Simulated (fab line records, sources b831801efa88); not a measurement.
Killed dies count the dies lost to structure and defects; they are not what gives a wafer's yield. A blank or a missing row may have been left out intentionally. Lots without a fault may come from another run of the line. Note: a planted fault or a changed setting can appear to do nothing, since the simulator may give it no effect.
Chamber matching || flow gf180mcu || rieDiel-02 running GF_CONTACT_ETCH_16: 4 sister chambers
The step etches BARC in N2/H2. 20 wafers are shown with their chamber, then 10 later ones without.

WAFERS WITH THEIR CHAMBER
{"wafer": "L076.2", "chamber": 2, "drypumpMotorCurrentA (A)": 6.2, "throttleValvePct (%)": 13.228, "oesProductAu (a.u.)": 0.850}
{"wafer": "L076.4", "chamber": 3, "drypumpMotorCurrentA (A)": 6.1, "throttleValvePct (%)": 13.219, "oesProductAu (a.u.)": 0.853}
{"wafer": "L076.5", "chamber": 0, "drypumpMotorCurrentA (A)": 5.9, "throttleValvePct (%)": 13.242, "oesProductAu (a.u.)": 0.860}
{"wafer": "L082.1", "chamber": 0, "drypumpMotorCurrentA (A)": 5.9, "throttleValvePct (%)": 13.220, "oesProductAu (a.u.)": 0.849}
{"wafer": "L082.5", "chamber": 3, "drypumpMotorCurrentA (A)": 6.2, "throttleValvePct (%)": 13.233, "oesProductAu (a.u.)": 0.860}
{"wafer": "L082.6", "chamber": 2, "drypumpMotorCurrentA (A)": 6.2, "throttleValvePct (%)": 13.220, "oesProductAu (a.u.)": 0.855}
{"wafer": "L084.1", "chamber": 3, "drypumpMotorCurrentA (A)": 6.2, "throttleValvePct (%)": 13.214, "oesProductAu (a.u.)": 0.845}
{"wafer": "L084.3", "chamber": 1, "drypumpMotorCurrentA (A)": 5.7, "throttleValvePct (%)": 13.219, "oesProductAu (a.u.)": 0.842}
{"wafer": "L084.6", "chamber": 1, "drypumpMotorCurrentA (A)": 5.7, "throttleValvePct (%)": 13.226, "oesProductAu (a.u.)": 0.855}
{"wafer": "L086.1", "chamber": 3, "drypumpMotorCurrentA (A)": 6.1, "throttleValvePct (%)": 13.240, "oesProductAu (a.u.)": 0.857}
{"wafer": "L086.2", "chamber": 0, "drypumpMotorCurrentA (A)": 5.9, "throttleValvePct (%)": 13.229, "oesProductAu (a.u.)": 0.858}
{"wafer": "L086.3", "chamber": 1, "drypumpMotorCurrentA (A)": 5.7, "throttleValvePct (%)": 13.218, "oesProductAu (a.u.)": 0.858}
{"wafer": "L086.4", "chamber": 2, "drypumpMotorCurrentA (A)": 6.2, "throttleValvePct (%)": 13.234, "oesProductAu (a.u.)": 0.861}
{"wafer": "L086.5", "chamber": 3, "drypumpMotorCurrentA (A)": 6.2, "throttleValvePct (%)": 13.212, "oesProductAu (a.u.)": 0.858}
{"wafer": "L086.6", "chamber": 2, "drypumpMotorCurrentA (A)": 6.2, "throttleValvePct (%)": 13.208, "oesProductAu (a.u.)": 0.854}
{"wafer": "L088.2", "chamber": 3, "drypumpMotorCurrentA (A)": 6.2, "throttleValvePct (%)": 13.219, "oesProductAu (a.u.)": 0.853}
{"wafer": "L088.4", "chamber": 1, "drypumpMotorCurrentA (A)": 5.7, "throttleValvePct (%)": 13.240, "oesProductAu (a.u.)": 0.862}
{"wafer": "L088.6", "chamber": 3, "drypumpMotorCurrentA (A)": 6.2, "throttleValvePct (%)": 13.243, "oesProductAu (a.u.)": 0.854}
{"wafer": "L089.1", "chamber": 1, "drypumpMotorCurrentA (A)": 5.7, "throttleValvePct (%)": 13.235, "oesProductAu (a.u.)": 0.860}
{"wafer": "L089.4", "chamber": 1, "drypumpMotorCurrentA (A)": 5.7, "throttleValvePct (%)": 13.226, "oesProductAu (a.u.)": 0.858}

SIGNATURES (means of the wafers above)
{"reading": "drypumpMotorCurrentA", "chamber 0": 5.900, "chamber 1": 5.700, "chamber 2": 6.200, "chamber 3": 6.171, "scatter within a chamber": 0.0299}
{"reading": "throttleValvePct", "chamber 0": 13.23033, "chamber 1": 13.22733, "chamber 2": 13.22250, "chamber 3": 13.22571, "scatter within a chamber": 0.0111}
{"reading": "oesProductAu", "chamber 0": 0.85567, "chamber 1": 0.85583, "chamber 2": 0.85500, "chamber 3": 0.85429, "scatter within a chamber": 0.00576}
Rule: for a wafer and a chamber, the distance is found by dividing, reading by reading, the gap between the wafer's reading and the chamber's mean by the reading's scatter, squaring, summing and taking the root. The wafer belongs to the nearest chamber; if the next one is less than 2 further off, it can't be placed. How the scatter is found: for the shown wafers, subtract from each reading the mean of its chamber, square and add these, divide the total by (wafers less chambers), then take the root.

WAFERS WITHOUT THEIR CHAMBER
{"wafer": "L089.6", "drypumpMotorCurrentA (A)": 6.2, "throttleValvePct (%)": 13.220, "oesProductAu (a.u.)": 0.849}
{"wafer": "L091.1", "drypumpMotorCurrentA (A)": 5.7, "throttleValvePct (%)": 13.209, "oesProductAu (a.u.)": 0.858}
{"wafer": "L091.4", "drypumpMotorCurrentA (A)": 5.9, "throttleValvePct (%)": 13.220, "oesProductAu (a.u.)": 0.861}
{"wafer": "L091.5", "drypumpMotorCurrentA (A)": 5.7, "throttleValvePct (%)": 13.217, "oesProductAu (a.u.)": 0.852}
{"wafer": "L096.1", "drypumpMotorCurrentA (A)": 6.2, "throttleValvePct (%)": 13.229, "oesProductAu (a.u.)": 0.854}
{"wafer": "L096.4", "drypumpMotorCurrentA (A)": 5.9, "throttleValvePct (%)": 13.226, "oesProductAu (a.u.)": 0.857}
{"wafer": "L096.6", "drypumpMotorCurrentA (A)": 5.7, "throttleValvePct (%)": 13.219, "oesProductAu (a.u.)": 0.849}
{"wafer": "L097.4", "drypumpMotorCurrentA (A)": 6.1, "throttleValvePct (%)": 13.218, "oesProductAu (a.u.)": 0.856}
{"wafer": "L097.5", "drypumpMotorCurrentA (A)": 6.2, "throttleValvePct (%)": 13.230, "oesProductAu (a.u.)": 0.852}
{"wafer": "L097.6", "drypumpMotorCurrentA (A)": 6.2, "throttleValvePct (%)": 13.212, "oesProductAu (a.u.)": 0.857}

THE CHAMBER EACH PASSED THROUGH
{"wafer": "L089.6", "from the rows above": "can't be placed: 2 or 3", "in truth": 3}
{"wafer": "L091.1", "from the rows above": 1, "in truth": 1}
{"wafer": "L091.4", "from the rows above": 0, "in truth": 0}
{"wafer": "L091.5", "from the rows above": 1, "in truth": 1}
{"wafer": "L096.1", "from the rows above": "can't be placed: 2 or 3", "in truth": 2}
{"wafer": "L096.4", "from the rows above": 0, "in truth": 0}
{"wafer": "L096.6", "from the rows above": 1, "in truth": 1}
{"wafer": "L097.4", "from the rows above": "can't be placed: 3 or 2", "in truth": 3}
{"wafer": "L097.5", "from the rows above": "can't be placed: 2 or 3", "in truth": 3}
{"wafer": "L097.6", "from the rows above": "can't be placed: 2 or 3", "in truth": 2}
5 of 10 placed correctly. Cannot be placed on the basis of these rows: 5; the candidates contain the true chamber in 5. Wrongly placed: 0.
